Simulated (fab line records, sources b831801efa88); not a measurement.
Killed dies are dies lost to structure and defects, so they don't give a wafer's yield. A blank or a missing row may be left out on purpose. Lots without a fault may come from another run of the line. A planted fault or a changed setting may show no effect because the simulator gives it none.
Which tool did it? | flow sky130 | 13 lots, 39 wafers sampled, at 4 steps of a route of 708

WHAT THE GAUGES READ, wafer by wafer
SKY_VIA1_OVL_MEAS_13.
lot  | measured     | on         | VIA1_OVL (nm)
L792 | day 34 06:28 | overlay-02 | 0 1 4
L793 | day 34 19:01 | overlay-02 | -15 -1 1
L794 | day 35 03:47 | overlay-01 | 1 3 9
L795 | day 35 12:21 | overlay-02 | 2 9 6
L796 | day 35 16:10 | overlay-01 | -7 -13 -4
L798 | day 36 07:53 | overlay-01 | -5 -9 -9
L799 | day 36 11:35 | overlay-02 | 1 3 -6
L800 | day 36 19:22 | overlay-01 | 4 0 -2
L802 | day 37 08:05 | overlay-01 | 1 -2 11
L803 | day 37 17:02 | overlay-01 | -7 -6 -8
L807 | day 39 00:35 | overlay-02 | 10 4 10
L809 | day 39 10:17 | overlay-01 | -4 2 -2
L811 | day 40 06:11 | overlay-01 | -3 -1 -9

SKY_METAL2_THK_MEAS_06: measures by xrf.
lot  | measured     | on            | METAL2_ALCU_THK (nm)
L792 | day 34 08:26 | film_metro-03 | 249 252 249
L793 | day 34 20:40 | film_metro-02 | 244 242 242
L794 | day 35 05:28 | film_metro-04 | 254 249 244
L795 | day 35 13:59 | film_metro-04 | 252 254 251
L796 | day 35 17:52 | film_metro-03 | 244 246 244
L798 | day 36 10:31 | film_metro-03 | 254 252 256
L799 | day 36 13:23 | film_metro-04 | 253 249 249
L800 | day 36 20:58 | film_metro-03 | 256 251 254
L802 | day 37 09:41 | film_metro-04 | 245 244 245
L803 | day 37 18:38 | film_metro-03 | 242 242 252
L807 | day 39 02:11 | film_metro-04 | 248 245 249
L809 | day 39 11:53 | film_metro-02 | 244 242 239
L811 | day 40 08:15 | film_metro-03 | 247 250 245

WHICH TOOL RAN EACH LOT (tool, then ch and the chambers of the sampled wafers, then the start)
lot  | SKY_FIELD_ISO_ETCH_17           | SKY_METAL2_SPUTTER_00
L792 | rie_si-01 ch 0,1,2, day 2 09:08 | pvd_sputter-03, day 34 08:11
L793 | rie_si-02 ch 0,1,2, day 2 13:35 | pvd_sputter-03, day 34 20:25
L794 | rie_si-01 ch 1,2,3, day 2 14:38 | pvd_sputter-02, day 35 05:12
L795 | rie_si-01 ch 0,1,2, day 2 22:52 | pvd_sputter-03, day 35 13:41
L796 | rie_si-02 ch 1,2, day 3 04:49   | pvd_sputter-01, day 35 17:36
L798 | rie_si-02 ch 0,1,3, day 3 12:49 | pvd_sputter-02, day 36 10:15
L799 | rie_si-01 ch 0,2, day 3 17:53   | pvd_sputter-03, day 36 13:06
L800 | rie_si-01 ch 0,3, day 3 22:41   | pvd_sputter-02, day 36 20:43
L802 | rie_si-02 ch 0,1,3, day 4 09:41 | pvd_sputter-03, day 37 09:26
L803 | rie_si-01 ch 1,2,3, day 4 13:32 | pvd_sputter-01, day 37 18:23
L807 | rie_si-01 ch 0,1,2, day 5 12:38 | pvd_sputter-03, day 39 01:56
L809 | rie_si-01 ch 0,3, day 5 21:31   | pvd_sputter-02, day 39 11:37
L811 | rie_si-01 ch 1,3, day 6 07:53   | pvd_sputter-02, day 40 07:58
- SKY_FIELD_ISO_ETCH_17: etches Si in HBr/Cl2/O2, target depth 342 nm, time 97.7 s.
- SKY_METAL2_SPUTTER_00: material Ti, target thk 15 nm, time 10 s.

WHAT THE TOOLS THEMSELVES READ (means of the sampled wafers that have a number; where no wafer has one, the mark that the record gives instead)
SKY_FIELD_ISO_ETCH_17.
lot  | tool      | drypump_motor_current_A (A) | oes_product_au (a.u.) | rf_fwd_power_W (W) | throttle_valve_pct (%)
L792 | rie_si-01 | 5.7                         | 1.001                 | 598.0              | 25.650
L793 | rie_si-02 | 5.8                         | 1.015                 | 597.5              | 25.637
L794 | rie_si-01 | 5.8                         | 0.988                 | 597.8              | 25.654
L795 | rie_si-01 | 5.8                         | 1.010                 | 598.7              | 25.643
L796 | rie_si-02 | 6.1                         | 1.006                 | 598.5              | 25.650
L798 | rie_si-02 | 6.0                         | 0.997                 | 596.0              | 25.662
L799 | rie_si-01 | 5.6                         | 1.007                 | 596.7              | 25.649
L800 | rie_si-01 | 5.2                         | 1.005                 | 596.3              | 25.649
L802 | rie_si-02 | 6.0                         | 0.996                 | 596.1              | 25.656
L803 | rie_si-01 | 5.8                         | 1.009                 | 595.5              | 25.659
L807 | rie_si-01 | 5.8                         | 1.003                 | 595.8              | 25.655
L809 | rie_si-01 | 5.2                         | 1.056                 | 691.1              | 25.622
L811 | rie_si-01 | 5.6                         | 1.031                 | 693.4              | 25.637

SKY_METAL2_SPUTTER_00.
lot  | tool           | throttle_valve_pct (%)
L792 | pvd_sputter-03 | 29.7
L793 | pvd_sputter-03 | 29.3
L794 | pvd_sputter-02 | 31.2
L795 | pvd_sputter-03 | 29.4
L796 | pvd_sputter-01 | 30.2
L798 | pvd_sputter-02 | 29.9
L799 | pvd_sputter-03 | 29.9
L800 | pvd_sputter-02 | 30.0
L802 | pvd_sputter-03 | 29.5
L803 | pvd_sputter-01 | 31.0
L807 | pvd_sputter-03 | 30.0
L809 | pvd_sputter-02 | 30.6
L811 | pvd_sputter-02 | 30.4

THE ANSWER, worked out from the rows above alone
Rule: what is usual is taken from the lots themselves. Put in order of their means at a reading, lots are off if they are a third of the lots or fewer, leave a main group of 4 or more, and stand apart from it by a gap of 3 or more times the standard deviation of the main group's means; of several such gaps the widest counts. A main group whose means are all the same, to the digits that the tables above print for the reading, isn't used. A lot without any number at a reading at which 4 lots or more have one is off too. The other lots that the step has rows for count as sound. The gauges are gone through in route order, then the tools' own readings, and for those a lot's mean is taken as printed above. The first step at which some lot is off is used, and at that step the reading that is off furthest; a lot without a number counts as furthest.
Off: L809, L811, at SKY_FIELD_ISO_ETCH_17 (rf_fwd_power_W). The main group: mean 597.0 W, standard deviation 1.1.
A tool fits if, at that step or a process step before it, it ran every lot that is off, and no sound lot after the first of them. One fits: rie_si-01 at SKY_FIELD_ISO_ETCH_17. Its last sound lot is L807 (day 5 12:38), its first lot that is off L809 (day 5 21:31): a fault that began between those two fits.
The tool's own readings at SKY_FIELD_ISO_ETCH_17 bear it out: on the lots that are off they differ by more than 5 times the standard deviation of the sound lots' means. oes_product_au reads 1.043 a.u. there against 1.003 a.u. on the sound lots; rf_fwd_power_W reads 692.2 W there against 597.0 W on the sound lots.

WHAT THE SIMULATOR HAD PUT IN
Process parameter drift: rie_si-01, from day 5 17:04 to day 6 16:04, at SKY_FIELD_ISO_ETCH_17. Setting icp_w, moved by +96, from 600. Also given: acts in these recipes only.
Lots struck among those shown: L809, L811. The rule above found the same.
